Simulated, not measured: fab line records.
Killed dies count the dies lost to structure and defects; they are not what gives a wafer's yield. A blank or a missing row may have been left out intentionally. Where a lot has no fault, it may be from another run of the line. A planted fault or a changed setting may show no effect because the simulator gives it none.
Matching of chambers -- flow sky130 -- pecvd-04 running SKY_CONTACT_CVD_00: 3 sister chambers
The step deposits Si3N4, target thk 75 nm. 3 wafers are shown with their chamber, then 10 later ones without.

WAFERS, EACH WITH ITS CHAMBER
wafer,chamber,heater_power_w (W)
L090.2,2,661
L091.3,1,723
L091.5,0,762

WAFERS WITH NO CHAMBER GIVEN
wafer,heater_power_w (W)
L091.6,728
L093.3,810
L093.5,629
L093.6,632
L095.1,673
L095.2,663
L095.3,647
L097.2,687
L097.4,690
L097.6,712

THE CHAMBER EACH PASSED THROUGH
wafer,from the rows above,in truth
L091.6,can't be placed: 1 or 0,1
L093.3,can't be placed: 0 or 1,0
L093.5,2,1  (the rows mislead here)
L093.6,2,2
L095.1,can't be placed: 2 or 1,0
L095.2,2,2
L095.3,2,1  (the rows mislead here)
L097.2,can't be placed: 2 or 1 or 0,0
L097.4,can't be placed: 2 or 1 or 0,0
L097.6,can't be placed: 1 or 0 or 2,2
Correct placement for 2 of the 10. These rows do not allow placing 6 (true chamber among the candidates in 5). Placed wrongly: 2.
How it was worked out, from the rows above alone: a wafer's distance from a chamber is the root of the sum, over the readings, of the square of ((its reading less the chamber's mean) divided by the reading's scatter). If the next closest chamber is less than 2 further off than the closest, the wafer can't be placed; otherwise it belongs to the closest. For every chamber, the mean is computed from those of its wafers that are shown. The scatter: root of mean squared gap, hidden wafer to nearest shown wafer, with one shown wafer a chamber.
